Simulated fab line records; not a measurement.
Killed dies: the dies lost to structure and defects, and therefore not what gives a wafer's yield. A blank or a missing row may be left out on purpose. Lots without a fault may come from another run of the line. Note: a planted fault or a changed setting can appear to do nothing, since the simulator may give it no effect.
Which tool is to blame? :: flow sky130 :: route of 708 steps, sampled at 1 step: 11 lots, 33 wafers

== WHAT THE GAUGES READ, wafer by wafer ==
SKY_POLY_CUT_OVL_MEAS_09.
lot: L452
measured: day 24 23:37
on: overlay-01
POLY_CUT_OVL (nm): -5 -3 1

lot: L453
measured: day 25 03:03
on: overlay-02
POLY_CUT_OVL (nm): 8 3 5

lot: L457
measured: day 25 16:49
on: overlay-01
POLY_CUT_OVL (nm): -3 -2 4

lot: L456
measured: day 25 20:16
on: overlay-02
POLY_CUT_OVL (nm): -2 9 -3

lot: L458
measured: day 27 00:43
on: overlay-01
POLY_CUT_OVL (nm): -7 -2 5

lot: L460
measured: day 27 08:03
on: overlay-01
POLY_CUT_OVL (nm): 0 -2 -4

lot: L459
measured: day 27 09:01
on: overlay-01
POLY_CUT_OVL (nm): 8 7 -1

lot: L463
measured: day 28 07:13
on: overlay-01
POLY_CUT_OVL (nm): -5 -1 0

lot: L467
measured: day 30 00:54
on: overlay-01
POLY_CUT_OVL (nm): 4 3 8

lot: L469
measured: day 30 08:01
on: overlay-01
POLY_CUT_OVL (nm): -7 -2 -11

lot: L473
measured: day 31 13:49
on: overlay-01
POLY_CUT_OVL (nm): -2 6 -13

== EACH LOT AND THE TOOL THAT RAN IT (in order: tool; ch and the chambers of the sampled wafers; start) ==
No process step before these readings appears in the record.

== WHAT THE TOOLS THEMSELVES READ (means of the sampled wafers that have a number; where no wafer has one, the mark that the record gives instead) ==
The record holds no such reading with a usual standard deviation.

== THE ANSWER, worked out from the rows above alone ==
Rule: the usual values come from the lots themselves. Put in order of their means at a reading, lots are off if they are a third of the lots or fewer, leave a main group of 4 or more, and stand apart from it by a gap of 3 or more times the standard deviation of the main group's means; of several such gaps the widest counts. A main group is skipped when, at the precision printed for the reading in the tables above, its means are all equal. A lot without any number at a reading at which 4 lots or more have one is off too. All remaining lots with rows at the step are treated as sound. After the gauges, taken in route order, come the tools' own readings; for these a lot's mean is taken, as printed above. The first step at which some lot is off is used, and at that step the reading that is off furthest; a lot without a number counts as furthest.
Across all readings shown, no lot is off: no conclusion can be drawn from this.

== WHAT THE SIMULATOR PUT IN ==
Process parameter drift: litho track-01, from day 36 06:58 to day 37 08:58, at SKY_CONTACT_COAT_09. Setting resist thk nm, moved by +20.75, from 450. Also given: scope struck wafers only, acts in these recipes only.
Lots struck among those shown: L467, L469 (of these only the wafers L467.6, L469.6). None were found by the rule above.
